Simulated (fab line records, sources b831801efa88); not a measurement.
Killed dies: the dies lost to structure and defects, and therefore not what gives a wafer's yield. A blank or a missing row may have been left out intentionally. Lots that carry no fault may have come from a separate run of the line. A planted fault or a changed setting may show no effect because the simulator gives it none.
fab line records -- flow gf180mcu
[record] lots = 5, wafers = 15, last-day = 34
route steps=602 shown NWELL@52 LVPWELL@54 MVSD@66 MVPSD@78 VT_IMPLANT@90 POLY_GATE@169
lots that met no fault: taken from a fault-free run of the same line
start-h: start of the lot's first displayed wafer, in hours after the record's first day -- wait-h: hours from the lot's prior step to this one -- " repeats the value in the row above -- L1.1+2: several wafers, shown together as one row -- - no value, or no start given -- * or withheld: withheld -- < > ~ a bound
route shown NAME@n: names a module that has steps shown in the file, with the first one's number in the route -- usual: average and standard deviation across the fault-free wafers -- same: alike in all rows -- chamber/n: place in a boat -- sites: each site's reading -- _std_site: standard deviation across them -- _edge_site: outer sites' mean less inner sites' -- radius-mm: for every site, how far away it sits from the centre of the wafer -- mask NAME#n: copy n -- behind: the last tool/chamber to shape the wafer -- hold: reason for holding the lot/hours on hold/outcome of the hold -- device: which transistor (n, p or np) failed to switch -- end of line: at the end of the route, the tests of the same wafers -- a step without rows: its recipe alone -- killed: not the wafer's yield, but the dies lost to structure and defects at the first sort -- map: a wafer's dies, marking killed ones x, the rest . and places with no die _
set.NAME: the setting the step ran with; set.NAME@STEP: the setting that earlier step ran with -- model.NAME: the simulator's own value behind a step, which no gauge read
a table for each step, a row for each wafer; lots at some steps of the route
services: from which hour (start-h, from the record's first day; less than 0 if before it) a tool's chamber was out of use, for how many hours, and why
[[steps]]
[step GF_NWELL_STRIP_10]
[recipe] chemistry = O2/N2, power-w = 1400, pressure-mtorr = 1500, platen-temp-c = 250, o2-flow-sccm = 3000, n2-flow-sccm = 300, overash-fraction = 0.5
[usual] drypump-motor-current-A = 5.8/0.4, heater-power-w = 321/24, n2-flow-sccm = 300.0/0.89, oes-product-au = 0.722/0.0039, platen-temp-c = 250.03/0.18, strip-time-to-endpoint-s = 36.93/0.097
lot.wafer,tool,chamber,start-h,wait-h,drypump-motor-current-A,heater-power-w,n2-flow-sccm,oes-product-au,platen-temp-c,rf-hours-counter-h,strip-time-to-endpoint-s
L308.2,plasma-asher-02,0,73.69,0.1,6.0,321,299.8,0.716,249.69,47,36.88
L308.3,plasma-asher-02,1,73.69,0.1,5.7,354,299.1,0.724,249.88,-,36.99
L308.4,plasma-asher-02,0,73.69,0.1,6.0,325,299.5,0.718,250.01,-,36.95
L315.1,plasma-asher-04,1,104.39,0.1,5.1,282,301.3,0.723,249.97,46,36.85
L315.4,plasma-asher-04,0,104.39,0.1,6.1,315,298.9,0.719,249.77,-,36.80
L315.6,plasma-asher-04,1,104.39,0.1,5.1,283,301.4,0.718,249.88,-,36.92
L317.2,plasma-asher-03,0,116.87,0.1,6.4,332,300.2,0.718,250.03,34,37.10
L317.4,plasma-asher-03,1,116.87,0.1,6.1,334,301.3,0.722,250.17,-,37.00
L317.5,plasma-asher-03,0,116.87,0.1,6.4,337,299.7,0.723,250.33,-,37.12
L318.1,plasma-asher-04,0,122.07,0.1,6.1,324,299.1,0.725,250.15,49,37.04
L318.2,plasma-asher-04,1,122.07,0.1,5.1,281,300.5,0.729,249.86,49,36.99
L318.6,plasma-asher-04,1,122.07,0.1,5.1,286,298.5,0.728,250.05,-,37.04
L328.1,plasma-asher-03,1,175.84,0.1,6.0,329,298.9,0.726,249.92,40,36.86
L328.5,plasma-asher-03,1,175.84,0.1,6.1,326,298.2,0.722,250.07,-,37.00
L328.6,plasma-asher-03,0,175.84,0.1,6.5,331,299.1,0.725,250.17,-,36.99
[step GF_NWELL_TW_MEAS_11]
[usual] NWELL_TW = 1566/14
lot.wafer,tool,chamber,start-h,wait-h,NWELL_TW
L308.2,film-metro-02,-,73.80,0.1,1569
L308.3,film-metro-02,-,73.80,0.1,1557
L308.4,film-metro-02,-,73.80,0.1,1558
L315.1,film-metro-03,-,104.49,0.1,1564
L315.4,film-metro-03,-,104.49,0.1,1569
L315.6,film-metro-03,-,104.49,0.1,1576
L317.2,film-metro-02,-,116.98,0.1,1547
L317.4,film-metro-02,-,116.98,0.1,1540
L317.5,film-metro-02,-,116.98,0.1,1543
L318.1,film-metro-03,-,122.17,0.1,1571
L318.2,film-metro-03,-,122.17,0.1,1570
L318.6,film-metro-03,-,122.17,0.1,1565
L328.1,film-metro-03,-,175.94,0.1,1575
L328.5,film-metro-03,-,175.94,0.1,1588
L328.6,film-metro-03,-,175.94,0.1,1574
[step GF_LVPWELL_DEHYDRATE_00]
[recipe] temp-c = 200, time-s = 60
[step GF_LVPWELL_HMDS_01]
[recipe] prime-time-s = 60, prime-temp-c = 120
[step GF_LVPWELL_COAT_02]
[recipe] spin-rpm = 2000, resist-thk-nm = 3000
[step GF_LVPWELL_SOFTBAKE_03]
[recipe] temp-c = 110, time-s = withheld
[step GF_LVPWELL_EXPOSE_04]
[recipe] mask-id = LVPWELL, target-cd-nm = 600, na = 0.6, source-shape = conventional, sigma-outer = 0.6, dose-mj = 260
[step GF_LVPWELL_PEB_05]
[recipe] temp-c = 115, time-s = withheld
[step GF_LVPWELL_DEVELOP_06]
[recipe] wall-angle-deg = 90, develop-time-s = 60, dev-temp-c = 23
[step GF_LVPWELL_OVL_MEAS_07]
[usual] LVPWELL_OVL = 0.8/1.3
lot.wafer,tool,chamber,start-h,wait-h,LVPWELL_OVL[nm]
L308.2,overlay-02,-,87.60,-,-0.8
L308.3,overlay-02,-,87.60,-,1.2
L308.4,overlay-02,-,87.60,-,2.6
L315.1,overlay-01,-,118.60,-,0.9
L315.4,overlay-01,-,118.60,-,1.2
L315.6,overlay-01,-,118.60,-,3.2
L317.2,overlay-01,-,131.41,-,-0.3
L317.4,overlay-01,-,131.41,-,-0.1
L317.5,overlay-01,-,131.41,-,0.9
L318.1,overlay-01,-,136.75,-,3.0
L318.2,overlay-01,-,136.75,-,1.3
L318.6,overlay-01,-,136.75,-,1.8
L328.1,overlay-01,-,191.94,-,1.7
L328.5,overlay-01,-,191.94,-,1.7
L328.6,overlay-01,-,191.94,-,-0.1
[step GF_LVPWELL_IMPLANT_08]
[recipe] species = B, energy-kev = 170, dose-cm2 = 1.5e+13, tilt-deg = 0
[step GF_LVPWELL_IMPLANT_09]
[recipe] species = B, energy-kev = 60, dose-cm2 = 5e+12, tilt-deg = 0
[step GF_LVPWELL_STRIP_10]
[recipe] chemistry = O2/N2, power-w = 1400, pressure-mtorr = 1500, platen-temp-c = 250, o2-flow-sccm = 3000, n2-flow-sccm = 300, overash-fraction = 0.5
[usual] drypump-motor-current-A = 5.9/0.48, heater-power-w = 316/21, n2-flow-sccm = 300.0/0.91, oes-product-au = 0.722/0.005, platen-temp-c = 249.99/0.19, strip-time-to-endpoint-s = 36.99/0.099
lot.wafer,tool,chamber,start-h,wait-h,drypump-motor-current-A,heater-power-w,n2-flow-sccm,oes-product-au,platen-temp-c,rf-hours-counter-h,strip-time-to-endpoint-s,model.coat_of_LVPWELL_COAT_02.thk-nm
L308.2,plasma-asher-03,1,87.93,0.1,6.0,316,301.1,0.730,249.94,29,36.89,0
L308.3,plasma-asher-03,0,87.93,0.1,6.5,335,299.3,0.724,250.37,-,36.97,0
L308.4,plasma-asher-03,1,87.93,0.1,6.1,326,299.4,0.722,250.12,-,36.99,0
L315.1,plasma-asher-04,0,118.94,0.1,6.1,315,299.2,0.719,250.00,48,36.94,0
L315.4,plasma-asher-04,1,118.94,0.1,5.1,282,298.8,0.716,250.00,-,36.92,0
L315.6,plasma-asher-04,1,118.94,0.1,5.1,284,300.4,0.716,250.04,-,36.92,0
L317.2,plasma-asher-04,1,131.74,0.1,5.1,282,300.7,0.714,249.80,50,36.92,0
L317.4,plasma-asher-04,0,131.74,0.1,6.1,322,300.9,0.733,249.86,-,36.87,0
L317.5,plasma-asher-04,0,131.74,0.1,6.1,318,299.1,0.724,250.20,-,36.94,0
L318.1,plasma-asher-03,1,137.09,0.1,6.0,329,300.7,0.943,250.00,36,-,1478
L318.2,plasma-asher-03,0,137.09,0.1,6.5,332,300.9,0.942,250.12,36,-,1474
L318.6,plasma-asher-03,0,137.09,0.1,6.5,336,302.1,0.933,250.04,-,-,1476
L328.1,plasma-asher-01,1,192.27,0.1,5.4,309,301.3,0.718,250.01,40,37.08,0
L328.5,plasma-asher-01,1,192.27,0.1,5.4,318,299.1,0.725,249.59,-,37.03,0
L328.6,plasma-asher-01,0,192.27,0.1,5.9,323,302.5,0.716,250.19,-,37.10,0
[step GF_LVPWELL_TW_MEAS_11]
[usual] LVPWELL_TW = 556/5.7
lot.wafer,tool,chamber,start-h,wait-h,LVPWELL_TW
L308.2,film-metro-02,-,88.04,0.1,555
L308.3,film-metro-02,-,88.04,0.1,553
L308.4,film-metro-02,-,88.04,0.1,557
L315.1,film-metro-03,-,119.04,0.1,560
L315.4,film-metro-03,-,119.04,0.1,558
L315.6,film-metro-03,-,119.04,0.1,559
L317.2,film-metro-02,-,131.85,0.1,547
L317.4,film-metro-02,-,131.85,0.1,548
L317.5,film-metro-02,-,131.85,0.1,547
L318.1,film-metro-02,-,137.19,0.1,550
L318.2,film-metro-02,-,137.19,0.1,553
L318.6,film-metro-02,-,137.19,0.1,553
L328.1,film-metro-02,-,192.37,0.1,554
L328.5,film-metro-02,-,192.37,0.1,552
L328.6,film-metro-02,-,192.37,0.1,553
[step GF_MVSD_DEHYDRATE_00]
[recipe] temp-c = 200, time-s = 60
[step GF_MVSD_HMDS_01]
[recipe] prime-time-s = 60, prime-temp-c = 120
[step GF_MVSD_COAT_02]
[recipe] spin-rpm = 2000, resist-thk-nm = 3000
[step GF_MVSD_SOFTBAKE_03]
[recipe] temp-c = 110, time-s = withheld
[step GF_MVSD_EXPOSE_04]
[recipe] mask-id = MVSD, target-cd-nm = 1000, na = 0.6, source-shape = conventional, sigma-outer = 0.6, dose-mj = 260
[step GF_MVSD_PEB_05]
[recipe] temp-c = 115, time-s = withheld
[step GF_MVSD_DEVELOP_06]
[recipe] wall-angle-deg = 90, develop-time-s = 60, dev-temp-c = 23
[step GF_MVSD_OVL_MEAS_07]
[usual] MVSD_OVL = 0.3/1.5
lot.wafer,tool,chamber,start-h,wait-h,MVSD_OVL[nm]
L308.2,overlay-01,-,101.36,-,-1.6
L308.3,overlay-01,-,101.36,-,-1.2
L308.4,overlay-01,-,101.36,-,-0.3
L315.1,overlay-02,-,133.91,-,-1.8
L315.4,overlay-02,-,133.91,-,-3.3
L315.6,overlay-02,-,133.91,-,-2.8
L317.2,overlay-01,-,146.26,-,0.2
L317.4,overlay-01,-,146.26,-,-2.4
L317.5,overlay-01,-,146.26,-,0.7
L318.1,overlay-02,-,152.34,-,2.2
L318.2,overlay-02,-,152.34,-,-0.3
L318.6,overlay-02,-,152.34,-,1.3
L328.1,overlay-01,-,209.25,-,3.0
L328.5,overlay-01,-,209.25,-,3.3
L328.6,overlay-01,-,209.25,-,2.5
[step GF_MVSD_IMPLANT_08]
[recipe] species = P, energy-kev = 400, dose-cm2 = 1.6e+13, tilt-deg = 0
[step GF_MVSD_IMPLANT_09]
[recipe] species = P, energy-kev = 100, dose-cm2 = 5e+12, tilt-deg = 0
[step GF_MVSD_STRIP_10]
[recipe] chemistry = O2/N2, power-w = 1400, pressure-mtorr = 1500, platen-temp-c = 250, o2-flow-sccm = 3000, n2-flow-sccm = 300, overash-fraction = 0.5
[usual] drypump-motor-current-A = 5.7/0.31, heater-power-w = 321/23, n2-flow-sccm = 299.9/0.85, oes-product-au = 0.722/0.0044, platen-temp-c = 250.02/0.15, strip-time-to-endpoint-s = 36.94/0.13
lot.wafer,tool,chamber,start-h,wait-h,drypump-motor-current-A,heater-power-w,n2-flow-sccm,oes-product-au,platen-temp-c,rf-hours-counter-h,strip-time-to-endpoint-s
L308.2,plasma-asher-02,1,101.69,0.1,5.7,361,301.3,0.714,249.82,52,37.23
L308.3,plasma-asher-02,1,101.69,0.1,5.7,348,299.6,0.720,250.05,-,37.13
L308.4,plasma-asher-02,0,101.69,0.1,6.0,325,300.6,0.721,250.02,-,37.25
L315.1,plasma-asher-02,1,134.24,0.1,5.7,362,300.6,0.725,250.04,2,36.91
L315.4,plasma-asher-02,1,134.24,0.1,5.7,340,300.4,0.715,250.08,-,36.88
L315.6,plasma-asher-02,0,134.24,0.1,6.0,310,299.8,0.716,250.09,-,36.79
L317.2,plasma-asher-01,0,146.59,0.1,5.9,335,297.6,0.722,250.04,36,36.82
L317.4,plasma-asher-01,1,146.59,0.1,5.3,308,299.2,0.710,250.07,-,36.92
L317.5,plasma-asher-01,1,146.59,0.1,5.3,309,299.6,0.714,250.11,-,36.84
L318.1,plasma-asher-02,1,152.67,0.1,5.7,347,297.9,0.728,250.06,4,58.88
L318.2,plasma-asher-02,0,152.67,0.1,6.0,309,299.0,0.730,249.99,4,58.79
L318.6,plasma-asher-02,1,152.67,0.1,5.7,352,300.0,0.730,249.84,-,58.77
L328.1,plasma-asher-02,0,209.59,0.1,6.0,306,301.2,0.720,250.23,10,36.94
L328.5,plasma-asher-02,0,209.59,0.1,6.0,311,301.1,0.729,250.07,-,36.88
L328.6,plasma-asher-02,1,209.59,0.1,5.7,354,299.8,0.721,249.82,-,36.99
[step GF_MVSD_TW_MEAS_11]
[usual] MVSD_TW = 1568/15
lot.wafer,tool,chamber,start-h,wait-h,MVSD_TW
L308.2,film-metro-04,-,101.80,0.1,1590
L308.3,film-metro-04,-,101.80,0.1,1578
L308.4,film-metro-04,-,101.80,0.1,1576
L315.1,film-metro-03,-,134.34,0.1,1578
L315.4,film-metro-03,-,134.34,0.1,1566
L315.6,film-metro-03,-,134.34,0.1,1576
L317.2,film-metro-03,-,146.70,0.1,1587
L317.4,film-metro-03,-,146.70,0.1,1581
L317.5,film-metro-03,-,146.70,0.1,1580
L318.1,film-metro-03,-,152.77,0.1,30
L318.2,film-metro-03,-,152.77,0.1,30
L318.6,film-metro-03,-,152.77,0.1,30
L328.1,film-metro-02,-,209.69,0.1,1571
L328.5,film-metro-02,-,209.69,0.1,1565
L328.6,film-metro-02,-,209.69,0.1,1565
[step GF_MVPSD_DEHYDRATE_00]
[recipe] temp-c = 200, time-s = 60
[step GF_MVPSD_HMDS_01]
[recipe] prime-time-s = 60, prime-temp-c = 120
[step GF_MVPSD_COAT_02]
[recipe] spin-rpm = 2000, resist-thk-nm = 3000
[step GF_MVPSD_SOFTBAKE_03]
[recipe] temp-c = 110, time-s = withheld
[step GF_MVPSD_EXPOSE_04]
[recipe] mask-id = MVPSD, target-cd-nm = 1000, na = 0.6, source-shape = conventional, sigma-outer = 0.6, dose-mj = 260
[step GF_MVPSD_PEB_05]
[recipe] temp-c = 115, time-s = withheld
[step GF_MVPSD_DEVELOP_06]
[recipe] wall-angle-deg = 90, develop-time-s = 60, dev-temp-c = 23
[step GF_MVPSD_OVL_MEAS_07]
[usual] MVPSD_OVL = -1.1/1.4
lot.wafer,tool,chamber,start-h,wait-h,MVPSD_OVL[nm]
L308.2,overlay-02,-,115.41,-,0.2
L308.3,overlay-02,-,115.41,-,-0.6
L308.4,overlay-02,-,115.41,-,0.7
L315.1,overlay-01,-,149.85,-,-1.0
L315.4,overlay-01,-,149.85,-,-3.6
L315.6,overlay-01,-,149.85,-,-1.6
L317.2,overlay-01,-,162.06,-,-1.0
L317.4,overlay-01,-,162.06,-,-1.9
L317.5,overlay-01,-,162.06,-,0.3
L318.1,overlay-01,-,168.55,-,-0.6
L318.2,overlay-01,-,168.55,-,0.8
L318.6,overlay-01,-,168.55,-,0.1
L328.1,overlay-02,-,227.00,-,-1.7
L328.5,overlay-02,-,227.00,-,0.4
L328.6,overlay-02,-,227.00,-,0.5
[step GF_MVPSD_IMPLANT_08]
[recipe] species = B, energy-kev = 170, dose-cm2 = 1.5e+13, tilt-deg = 0
[step GF_MVPSD_IMPLANT_09]
[recipe] species = B, energy-kev = 40, dose-cm2 = 5e+12, tilt-deg = 0
[step GF_MVPSD_STRIP_10]
[recipe] chemistry = O2/N2, power-w = 1400, pressure-mtorr = 1500, platen-temp-c = 250, o2-flow-sccm = 3000, n2-flow-sccm = 300, overash-fraction = 0.5
[usual] drypump-motor-current-A = 6.0/0.32, heater-power-w = 328/14, n2-flow-sccm = 300.0/0.9, oes-product-au = 0.722/0.0045, platen-temp-c = 249.99/0.19, strip-time-to-endpoint-s = 36.98/0.1
lot.wafer,tool,chamber,start-h,wait-h,drypump-motor-current-A,heater-power-w,n2-flow-sccm,oes-product-au,platen-temp-c,rf-hours-counter-h,strip-time-to-endpoint-s
L308.2,plasma-asher-03,1,115.74,0.1,6.0,319,300.1,0.721,250.24,33,36.99
L308.3,plasma-asher-03,1,115.74,0.1,6.0,337,301.4,0.728,250.12,-,36.94
L308.4,plasma-asher-03,0,115.74,0.1,6.4,336,301.3,0.722,249.97,-,36.97
L315.1,plasma-asher-02,1,150.19,0.1,5.7,346,299.6,0.729,249.79,4,37.14
L315.4,plasma-asher-02,0,150.19,0.1,6.0,308,298.7,0.728,250.06,-,37.12
L315.6,plasma-asher-02,0,150.19,0.1,6.0,303,299.8,0.731,250.07,-,37.06
L317.2,plasma-asher-03,0,162.39,0.1,6.4,340,299.9,0.729,250.28,39,37.16
L317.4,plasma-asher-03,0,162.39,0.1,6.5,340,300.6,0.720,250.01,-,36.95
L317.5,plasma-asher-03,0,162.39,0.1,6.5,340,300.1,0.729,250.12,-,37.06
L318.1,plasma-asher-03,0,168.89,0.1,6.5,329,300.0,0.718,250.43,40,36.92
L318.2,plasma-asher-03,1,168.89,0.1,6.0,317,299.0,0.723,250.03,40,36.91
L318.6,plasma-asher-03,0,168.89,0.1,6.5,342,300.8,0.723,249.93,-,36.85
L328.1,plasma-asher-01,0,227.34,0.1,5.9,329,301.9,0.712,249.77,44,36.91
L328.5,plasma-asher-01,0,227.34,0.1,5.9,329,301.6,0.717,249.47,-,36.78
L328.6,plasma-asher-01,1,227.34,0.1,5.3,312,300.5,0.718,249.86,-,36.86
[step GF_MVPSD_TW_MEAS_11]
[usual] MVPSD_TW = 549/5.4
lot.wafer,tool,chamber,start-h,wait-h,MVPSD_TW
L308.2,film-metro-04,-,115.85,0.1,552
L308.3,film-metro-04,-,115.85,0.1,556
L308.4,film-metro-04,-,115.85,0.1,555
L315.1,film-metro-03,-,150.29,0.1,554
L315.4,film-metro-03,-,150.29,0.1,553
L315.6,film-metro-03,-,150.29,0.1,552
L317.2,film-metro-02,-,162.50,0.1,543
L317.4,film-metro-02,-,162.50,0.1,543
L317.5,film-metro-02,-,162.50,0.1,542
L318.1,film-metro-02,-,168.99,0.1,543
L318.2,film-metro-02,-,168.99,0.1,543
L318.6,film-metro-02,-,168.99,0.1,544
L328.1,film-metro-02,-,227.44,0.1,546
L328.5,film-metro-02,-,227.44,0.1,549
L328.6,film-metro-02,-,227.44,0.1,548
[step GF_VT_IMPLANT_DEHYDRATE_00]
[recipe] temp-c = 200, time-s = 60
[step GF_VT_IMPLANT_HMDS_01]
[recipe] prime-time-s = 60, prime-temp-c = 120
[step GF_VT_IMPLANT_COAT_02]
[recipe] resist = NOVOLAK, spin-rpm = 3000, resist-thk-nm = 1000
[step GF_VT_IMPLANT_SOFTBAKE_03]
[recipe] temp-c = 90, time-s = 60, resist = NOVOLAK
[step GF_POLY_GATE_ETCH_12]
[recipe] chemistry = N2/H2, target-depth-a = withheld, overetch-a = withheld, time-s = withheld, target = BARC, ion-energy-ev = 200, source-w = 500, bias-w = 100, pressure-mtorr = 30, n2-flow-sccm = 100, h2-flow-sccm = 200
[usual] drypump-motor-current-A = 5.8/0.57, n2-flow-sccm = 100.0/0.3, oes-product-au = 0.735/0.0044, throttle-valve-pct = 13.213/0.0092
lot.wafer,tool,chamber,start-h,wait-h,drypump-motor-current-A,n2-flow-sccm,oes-product-au,throttle-valve-pct,model.POLY_GATE.cd-nm
L308.2,rie-diel-01,3,217.86,0.0,6.2,100.5,0.737,13.197,279.5
L308.3,rie-diel-01,1,217.86,0.0,6.2,99.8,0.733,13.203,279
L308.4,rie-diel-01,2,217.86,0.0,4.9,100.1,0.730,13.207,279.5
L315.1,rie-diel-02,0,257.58,0.0,5.6,100.7,0.727,13.202,281.8
L315.4,rie-diel-02,2,257.58,0.0,5.6,100.2,0.745,13.211,281
L315.6,rie-diel-02,3,257.58,0.0,6.2,100.5,0.731,13.204,279.7
L317.2,rie-diel-04,3,278.36,0.0,6.5,100.1,0.735,13.229,280.7
L317.4,rie-diel-04,1,278.36,0.0,6.1,99.5,0.738,13.228,280.1
L317.5,rie-diel-04,1,278.36,0.0,6.1,100.3,0.737,13.217,281.1
L318.1,rie-diel-01,0,283.60,0.0,5.0,99.2,0.740,13.224,272.8
L318.2,rie-diel-01,3,283.60,0.0,6.2,100.0,0.741,13.213,272.6
L318.6,rie-diel-01,1,283.60,0.0,6.2,99.5,0.734,13.220,273.2
L328.1,rie-diel-02,1,353.35,0.0,6.1,99.8,0.733,13.217,280.3
L328.5,rie-diel-02,1,353.35,0.0,6.1,99.8,0.736,13.213,280.2
L328.6,rie-diel-02,0,353.35,0.0,5.6,99.8,0.734,13.198,279.8
[step GF_POLY_GATE_ETCH_13]
[recipe] target = poly-Si, target-depth-nm = 198.5, stop-on = SiO2, over-etch-frac = 0.403, chemistry = HBr/Cl2, icp-w = 400, bias-w = 100, pressure-mtorr = 10, HBr_flow_sccm = 150, Cl2_flow_sccm = 50, time-s = 69.6
[usual] drypump-motor-current-A = 5.8/0.48, oes-product-au = 0.990/0.0072, throttle-valve-pct = 33.685/0.01
lot.wafer,tool,chamber,start-h,wait-h,drypump-motor-current-A,oes-product-au,rf-hours-counter-h,throttle-valve-pct,model.POLY_GATE.cd-nm
L308.2,rie-si-01,0,217.91,-,5.3,0.981,3,33.685,278.9
L308.3,rie-si-01,2,217.91,-,5.7,0.992,4,33.687,279.2
L308.4,rie-si-01,3,217.91,-,6.0,0.998,41,33.684,280.1
L315.1,rie-si-02,2,257.63,-,5.6,0.994,56,33.679,281.9
L315.4,rie-si-02,0,257.63,-,6.4,0.983,86,33.706,279.8
L315.6,rie-si-02,2,257.63,-,5.6,0.994,-,33.683,279.6
L317.2,rie-si-01,0,278.41,-,5.3,0.990,3,33.686,281.4
L317.4,rie-si-01,2,278.41,-,5.7,0.995,5,33.702,280.9
L317.5,rie-si-01,0,278.41,-,5.3,0.993,-,33.710,281.7
L318.1,rie-si-01,1,283.65,-,5.2,0.989,5,33.685,273.1
L318.2,rie-si-01,0,283.65,-,5.3,0.986,3,33.685,272.2
L318.6,rie-si-01,1,283.65,-,5.2,0.998,-,33.690,273.9
L328.1,rie-si-01,3,353.40,-,6.0,0.993,43,33.683,280.1
L328.5,rie-si-01,1,353.40,-,5.2,0.994,-,33.692,279.9
L328.6,rie-si-01,2,353.40,-,5.8,0.996,-,33.695,278.5
[[services]]
tool,chamber,start-h,hours,kind
plasma-asher-03,-,50.24,14.6,pm
plasma-asher-02,-,55.97,4.1,repair
rie-si-01,2,66.26,7.8,repair
plasma-asher-03,-,68.86,8.2,repair
rie-si-01,1,73.87,4.5,repair
rie-si-01,2,75.65,8.6,repair
rie-si-01,-,80.31,0.3,repair
plasma-asher-03,-,80.43,2.8,pm
plasma-asher-04,-,80.92,12.5,repair
rie-si-01,1,83.78,3.9,repair
rie-si-01,0,94.52,5.6,repair
plasma-asher-02,-,108.75,9.0,pm
rie-si-01,-,113.12,2.8,pm
plasma-asher-03,-,125.28,0.7,repair
plasma-asher-04,-,126.70,1.3,repair
plasma-asher-02,-,147.51,2.6,repair
rie-si-01,-,155.02,0.3,repair
plasma-asher-03,-,177.88,2.0,repair
plasma-asher-04,-,190.15,0.7,repair
rie-si-01,0,191.21,5.2,repair
plasma-asher-03,-,208.36,0.5,repair
plasma-asher-03,-,213.73,0.3,repair
plasma-asher-03,-,246.89,0.9,repair
plasma-asher-02,-,285.41,55.8,repair
[[key]]
[first-sign] step = GF_LVPWELL_STRIP_10, reading = oes-product-au, direction = up, sigmas = 44, usual = 0.722, struck = 0.939
[effect] step = GF_MVSD_STRIP_10, reading = strip-time-to-endpoint-s, direction = up, sigmas = 99+, usual = *, struck = *
[effect] step = GF_MVSD_TW_MEAS_11, reading = MVSD_TW, direction = down, sigmas = 99+, usual = 1568, struck = 30
[model-effect] step = GF_LVPWELL_STRIP_10, value = coat_of_LVPWELL_COAT_02.thk-nm, without = 0, struck = 1476
[model-effect] step = GF_POLY_GATE_ETCH_12, value = POLY_GATE.cd-nm, without = 281, struck = 272.9
[model-effect] step = GF_POLY_GATE_ETCH_13, value = POLY_GATE.cd-nm, without = 281.2, struck = 273.1
met-at GF_LVPWELL_STRIP_10
struck-wafers L318.1,L318.2,L318.6
sort-left-out L318.1,L318.2,L318.6
tester-left-out L318
[loop-trim] step = GF_POLY_GATE_EXPOSE_07, setting = dose, lots = L318
onset-between 87.93 137.09
[fault] kind = strip-aborted, tool = plasma-asher-03, chamber = -, onset-h = 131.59, steps = GF_LVPWELL_STRIP_10, offset = 0.72976, end-h = 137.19
// tester-left-out: of these lots the tester's yield and bins aren't shown, on N5 and GAA mostly nor the transistor test; their killed dies are dies lost to structure and defects alone, not to doping, threshold or leakage, so they don't give the yield
// sort-left-out: the simulated sort isn't trusted on such a fault, so these wafers' sort isn't shown, and their yield isn't known
// loop-trim: a control loop set the setting to another value than it would have without faults
